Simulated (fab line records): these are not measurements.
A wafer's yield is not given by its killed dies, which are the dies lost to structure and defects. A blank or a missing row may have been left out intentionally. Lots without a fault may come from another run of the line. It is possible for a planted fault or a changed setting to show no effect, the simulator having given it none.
Chamber matching / flow sky130 / rie diel-03 running SKY_FIELD_ISO_ETCH_14: 4 sister chambers
The step etches BARC in N2/H2, stops on SiO2, time 45.9 s, target depth 60 nm. 4 wafers are shown with their chamber, then 8 later ones without.

== WAFERS PAIRED WITH THEIR CHAMBERS ==
wafer=L087.6; chamber=1; n2 flow sccm (sccm)=100.32
wafer=L091.2; chamber=2; n2 flow sccm (sccm)=100.06
wafer=L091.5; chamber=0; n2 flow sccm (sccm)=100.23
wafer=L092.1; chamber=3; n2 flow sccm (sccm)=99.63

== WAFERS WITH NO CHAMBER GIVEN ==
wafer=L092.3; n2 flow sccm (sccm)=99.95
wafer=L092.4; n2 flow sccm (sccm)=99.63
wafer=L093.1; n2 flow sccm (sccm)=100.08
wafer=L093.3; n2 flow sccm (sccm)=100.21
wafer=L093.6; n2 flow sccm (sccm)=100.11
wafer=L094.2; n2 flow sccm (sccm)=100.12
wafer=L094.4; n2 flow sccm (sccm)=100.14
wafer=L094.5; n2 flow sccm (sccm)=100.04

== WHICH CHAMBER EACH ONE RAN IN ==
wafer=L092.3; from the rows above=2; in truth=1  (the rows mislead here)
wafer=L092.4; from the rows above=3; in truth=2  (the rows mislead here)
wafer=L093.1; from the rows above=2; in truth=2
wafer=L093.3; from the rows above=can't be placed: 0 or 1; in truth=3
wafer=L093.6; from the rows above=can't be placed: 2 or 0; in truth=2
wafer=L094.2; from the rows above=can't be placed: 2 or 0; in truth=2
wafer=L094.4; from the rows above=can't be placed: 2 or 0 or 1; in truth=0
wafer=L094.5; from the rows above=2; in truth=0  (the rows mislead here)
Placed correctly: 1 of 8. Not placeable from these rows: 4 (in 3, the candidates include the true chamber). Wrongly placed: 3.
How it was worked out, from the rows above alone: a wafer's distance from a chamber is the root of the sum, over the readings, of the square of ((its reading less the chamber's mean) divided by the reading's scatter). If the next closest chamber is less than 2 further off than the closest, the wafer can't be placed; otherwise it belongs to the closest. A chamber's mean is the mean of its shown wafers. The scatter (one wafer shown for each chamber): square how far every hidden wafer sits from the nearest shown wafer, average those squares and take the square root.
